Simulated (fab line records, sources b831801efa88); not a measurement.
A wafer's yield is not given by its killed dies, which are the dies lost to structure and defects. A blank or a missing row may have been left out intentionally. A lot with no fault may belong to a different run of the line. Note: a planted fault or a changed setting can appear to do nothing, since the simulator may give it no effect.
Split-lot study ; flow sfq_line ; route with 325 steps; 5 lots, 23 wafers read

ABOUT THE SPLIT
At SFQ_TRILAYER_M8_DEP_EVAP_196 (material Au, target thk 180 nm, time 900 s), the setting time_s was moved away from the recipe's 900 s on 9 of the 23 wafers read, by -8.8% to +8.0%. This setting was run at the recipe's value on the other wafers.

FROM THE SPLIT TO THE READING: what the file shows between them, 1 step
- SFQ_M8_RS_MEAS_949: measures by four-point-probe

THE READING
M8_AU_THK, in nm, at SFQ_M8_THK_MEAS_950 (measures by xrf). On this fab line, fault-free wafers typically give 179.0 nm with a standard deviation of 2.6 nm.

wafer;tool, chamber at the split;time_s as run, s;against the recipe;M8_AU_THK, nm;against lot-mates on the recipe
L074.2;pvd_sputter-02, -;825.1;-8.3%;165.1;-13.9
L074.3;pvd_sputter-02, -;825.1;-8.3%;165.0;-14.0
L074.4;pvd_sputter-02, -;825.1;-8.3%;165.1;-13.9
L074.5;pvd_sputter-02, -;900;recipe;179.9;-
L074.6;pvd_sputter-02, -;900;recipe;178.1;-
L078.1;pvd_sputter-02, -;900;recipe;179.7;-
L078.3;pvd_sputter-02, -;900;recipe;180.4;-
L078.4;pvd_sputter-02, -;900;recipe;179.1;-
L078.5;pvd_sputter-02, -;900;recipe;179.1;-
L078.6;pvd_sputter-02, -;900;recipe;180.4;-
L079.1;pvd_sputter-01, -;900;recipe;180.1;-
L079.2;pvd_sputter-01, -;971.9;+8.0%;190.1;+8.7
L079.3;pvd_sputter-01, -;900;recipe;182.8;-
L079.5;pvd_sputter-01, -;971.9;+8.0%;194.4;+13.0
L079.6;pvd_sputter-01, -;971.9;+8.0%;192.1;+10.7
L081.2;pvd_sputter-01, -;900;recipe;176.2;-
L081.3;pvd_sputter-01, -;900;recipe;182.6;-
L081.6;pvd_sputter-01, -;900;recipe;176.9;-
L084.1;pvd_sputter-02, -;821.2;-8.8%;166.4;-14.3
L084.2;pvd_sputter-02, -;900;recipe;180.7;-
L084.3;pvd_sputter-02, -;821.2;-8.8%;162.7;-18.0
L084.4;pvd_sputter-02, -;900;recipe;180.7;-
L084.5;pvd_sputter-02, -;821.2;-8.8%;164.9;-15.8

THE FIT
A straight line over all 23 wafers: M8_AU_THK changes by +1.68 nm for each +1% of time_s; r = +0.98; the points scatter about the line by 1.7 nm.
The same after taking each lot's own level away (the mean of its wafers on the recipe; 23 wafers): +1.61 nm for each +1%; r = +0.98; scatter 1.8 nm.
Per that fit: largest time_s move, reading shift of 14 nm.
The lots' own levels span 178.57 to 181.45 nm, that is 1.1 times the standard deviation above.
Consequently the slope shifts little with the lot-to-lot level, the two slopes agreeing.
Check: with one of the wafers moved furthest among these (-8.8%) left out of the fit, the line predicts -14.7 nm for it against its lot-mates. It came out at -14.3 nm against them.

THESE WAFERS: OTHER SPLITS
Note: prior to the reading, these wafers also went through further splits. Each is held against what the fit with the lots' levels taken away leaves over:
other split on the same wafers;wafers away from the commonest value;r with M8_AU_THK (lot level and that fit taken away)
SFQ_TRILAYER_M5_LITHO_COAT_123 spin_rpm;6;-0.03
SFQ_TRILAYER_R5_LITHO_COAT_136 spin_rpm;4;+0.16
SFQ_TRILAYER_M6_LITHO_COAT_159 spin_rpm;8;+0.09
SFQ_TRILAYER_M6_BARC_OPEN_METAL_ETCH_206 icp_w;4;-0.06
SFQ_TRILAYER_I6_VIA_LITHO_COAT_174 resist_thk_nm;6;+0.17
SFQ_TRILAYER_I7_VIA_LITHO_COAT_192 spin_rpm;5;+0.29

THE WHOLE CHAIN: every reading that the file lists as answering this split, in the file's order
step;what it does;reading;change (the file's fit);r (the file's)
SFQ_TRILAYER_M8_DEP_EVAP_196;material Au, target thk 180 nm, time 900 s;Au_of_TRILAYER_M8_DEP_EVAP_196.thk_nm (the simulator's own value, which no gauge read);+1.63 nm for each +1% of the setting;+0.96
SFQ_M8_RS_MEAS_949;measures by four-point-probe;M8_AU_RS;-0.00148 for each +1% of the setting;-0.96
SFQ_M8_THK_MEAS_950;measures by xrf;M8_AU_THK;+1.63 for each +1% of the setting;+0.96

THE FILE'S OWN FIT
M8_AU_THK changes by +1.63 nm for each +1% of time_s, r = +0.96.
